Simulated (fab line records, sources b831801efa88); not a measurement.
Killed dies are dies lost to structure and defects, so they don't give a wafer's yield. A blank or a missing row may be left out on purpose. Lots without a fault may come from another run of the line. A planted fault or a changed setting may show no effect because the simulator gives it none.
Which tool did it? | flow sfq_line | 14 lots, 42 wafers sampled, at 2 steps of a route of 325

WHAT THE GAUGES READ, wafer by wafer
SFQ_I5_OVL_MEAS_936. Usual: I5_OVL -3 nm, standard deviation 5.9.
lot  | measured     | on         | I5_OVL (nm) | flag
L402 | day 67 11:45 | overlay-02 | -4 -3 -6    |
L403 | day 67 16:21 | overlay-02 | -3 -7 1     |
L405 | day 67 22:20 | overlay-02 | -12 -7 0    |
L407 | day 68 03:08 | overlay-01 | -3 7 5      |
L408 | day 68 04:21 | overlay-01 | -4 3 1      |
L409 | day 68 10:21 | overlay-02 | -11 -15 -12 |
L410 | day 68 11:33 | overlay-01 | 2 -6 -4     |
L411 | day 68 16:20 | overlay-01 | -6 0 -11    |
L414 | day 69 13:57 | overlay-01 | -11 -3 -5   |
L421 | day 70 18:44 | overlay-01 | -2 -15 -10  |
L422 | day 71 04:46 | overlay-01 | 1 5 5       |
L423 | day 71 07:10 | overlay-02 | 0 4 7       |
L424 | day 71 10:46 | overlay-02 | 2 -7 -9     |
L425 | day 71 22:46 | overlay-02 | -14 4 8     |

WHICH TOOL RAN EACH LOT (tool, then ch and the chambers of the sampled wafers, then the start)
lot  | SFQ_TRILAYER_JJ_CE_STRIP_STRIP_120
L402 | rie_metal-01 ch 1, day 54 02:46
L403 | rie_metal-03 ch 0,1, day 54 20:55
L405 | rie_metal-02 ch 0,1, day 56 15:40
L407 | rie_metal-02 ch 0,1, day 57 00:04
L408 | rie_metal-02 ch 0,1, day 57 05:04
L409 | rie_metal-01 ch 0,1, day 57 08:40
L410 | rie_metal-01 ch 0,1, day 57 13:28
L411 | rie_metal-03 ch 0,1, day 57 15:40
L414 | rie_metal-02 ch 0,1, day 59 03:52
L421 | rie_metal-01 ch 0,1, day 60 06:04
L422 | rie_metal-03 ch 0,1, day 60 07:16
L423 | rie_metal-01 ch 0,1, day 60 14:39
L424 | rie_metal-01 ch 0,1, day 60 20:41
L425 | rie_metal-02 ch 0,1, day 61 11:03
- SFQ_TRILAYER_JJ_CE_STRIP_STRIP_120: strips in O2.

WHAT THE TOOLS THEMSELVES READ (means of the sampled wafers that have a number; where no wafer has one, the mark that the record gives instead)
SFQ_TRILAYER_JJ_CE_STRIP_STRIP_120. Usual: drypump_motor_current_A 5.4 A, standard deviation 0.39; oes_product_au 1.001 a.u., standard deviation 0.014.
lot  | tool         | drypump_motor_current_A (A) | oes_product_au (a.u.) | flag
L402 | rie_metal-01 | 5.4                         | 1.015                 |
L403 | rie_metal-03 | 5.3                         | 1.004                 |
L405 | rie_metal-02 | 5.0                         | 1.006                 |
L407 | rie_metal-02 | 5.3                         | 1.006                 |
L408 | rie_metal-02 | 5.4                         | 0.997                 |
L409 | rie_metal-01 | 5.6                         | 1.002                 |
L410 | rie_metal-01 | 5.5                         | 1.001                 |
L411 | rie_metal-03 | 5.4                         | 1.009                 |
L414 | rie_metal-02 | 5.0                         | 1.006                 |
L421 | rie_metal-01 | 5.7                         | 0.990                 |
L422 | rie_metal-03 | 5.3                         | 1.002                 |
L423 | rie_metal-01 | 5.6                         | 1.002                 |
L424 | rie_metal-01 | 5.7                         | 0.993                 |
L425 | rie_metal-02 | 5.0                         | 0.999                 |

THE ANSWER, worked out from the rows above alone
Rule: a lot is off if the mean of its wafers that have a number lies more than 3 standard deviations from the usual mean. A lot without any number at a reading at which 4 lots or more have one is off too. The other lots that the step has rows for count as sound. The gauges are gone through in route order, then the tools' own readings, and for those a lot's mean is taken as printed above. The first step at which some lot is off is used, and at that step the reading that is off furthest; a lot without a number counts as furthest.
No lot is off at any reading shown: from this, nothing can be told.

WHAT THE SIMULATOR HAD PUT IN
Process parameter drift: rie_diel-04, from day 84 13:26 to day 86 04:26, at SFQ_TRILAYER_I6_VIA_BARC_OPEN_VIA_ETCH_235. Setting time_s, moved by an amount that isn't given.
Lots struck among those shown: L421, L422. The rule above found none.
